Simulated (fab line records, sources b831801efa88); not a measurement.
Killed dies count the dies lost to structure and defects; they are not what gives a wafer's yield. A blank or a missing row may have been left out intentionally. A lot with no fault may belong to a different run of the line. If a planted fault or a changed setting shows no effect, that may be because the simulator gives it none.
Code-filled problem report in 8D (eight disciplines) form / flow sky130 / the parts of the form that need people (team, actions taken, sign-off) are left out

1. WHAT IS WRONG
Wafers with no fault read 151.1 nm with a standard deviation of 1.8, whereas cd_nm at SKY_VIA1_CD_MEAS_12 reads a mean of 6.7 nm on 1 wafer of 1 lot. Relative to the usual mean, that is a shift of -80 standard deviations.
The step: target cd 150 nm.
Earliest sighting: wafer L183.1 on cd_sem-01 at day 39 01:40. Wafers with a number at this step in the record: 39, from 13 lots. Rule for "out" (also "out of limits"): further than 4 standard deviations from the usual mean. The other wafers with a number count as sound.

2. WHAT IT IS, AND WHAT IT ISN'T
question=which readings at this step | is=cd_nm | is not=-
question=which lots | is=L183 | is not=L168, L170, L171, L172, L173, L174, L175, L177, L178, L179, L186, L189
question=which wafers of those lots | is=L183.1 | is not=L183.3, L183.5
question=read on which gauges | is=cd_sem-01 | is not=cd_sem-02
question=when | is=from day 39 01:40 | is not=up to then (32 sound wafers); but 6 sound wafers of L186, L189 came after

3. WHAT RULES OUT EACH SUSPECT
Counting: if a tool at a process step up to the reading ran every lot that is out, it stays a suspect. Sound lots after the first of them don't rule it out here, since some wafers of a struck lot are sound.
- the gauge at SKY_VIA1_CD_MEAS_12: kept. All the wafers that are out were read on cd_sem-01, and no step on other tools shows them out.
- rie_diel-02 at SKY_CONTACT_ETCH_18 (etches Si3N4 in CHF3/O2, stops on TiN, time 39 s, target depth 75 nm): kept. The lot that is out, L183, ran on it at day 37 23:41; the last sound lot it ran before that was L177, at day 35 21:59. SKY_CONTACT_ETCH_18 gives no start for some lots, so the hours and the order of its lots are those of SKY_METAL1_OVL_MEAS_16.
- krf_scanner-01 at SKY_VIA1_EXPOSE_09 (exposes mask VIM, target cd 150 nm): kept. The lot that is out, L183, ran on it at day 38 14:06; the last sound lot it ran before that was L177, at day 36 12:09.
- Within rie_diel-02 at SKY_CONTACT_ETCH_18: the wafers that are out ran in chamber 0; their sound lot-mates ran in chambers 1, 3.
The count leaves rie_diel-02 at SKY_CONTACT_ETCH_18, krf_scanner-01 at SKY_VIA1_EXPOSE_09, and cd_sem-01 at SKY_VIA1_CD_MEAS_12.

4. THE CAUSE (what the simulator had put in)
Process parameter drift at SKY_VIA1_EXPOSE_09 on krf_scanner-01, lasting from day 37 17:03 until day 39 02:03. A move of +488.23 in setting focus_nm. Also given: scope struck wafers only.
3 suspects survive the count, and this tool is in that group.

5. THE EFFECT CHAIN, in route order
Each row: a reading whose mean over the struck wafers that have a number lies more than 3 standard deviations from the usual. Readings are gone through only where the record gives a usual standard deviation; hours: the median, over the lots, of the time from a lot's start at the first step in this table giving one to that lot's start at this step; sigmas: the change measured in usual standard deviations.
hours=0; step=SKY_VIA1_CD_MEAS_12; reading=cd_nm; usual=151.1 nm; on struck wafers=6.7; change=-144.4; sigmas=-80

6. HOW IT WOULD HAVE BEEN CAUGHT EARLIER
In this record the first reading out of limits at a measuring or inspecting step was taken at day 39 01:40, 33 hours after the fault began at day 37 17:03.
Each of the lots that are out, 1 in all, had begun SKY_VIA1_EXPOSE_09 on krf_scanner-01 no later than day 39 01:40. Tool hold at that time: it would have spared none of them.
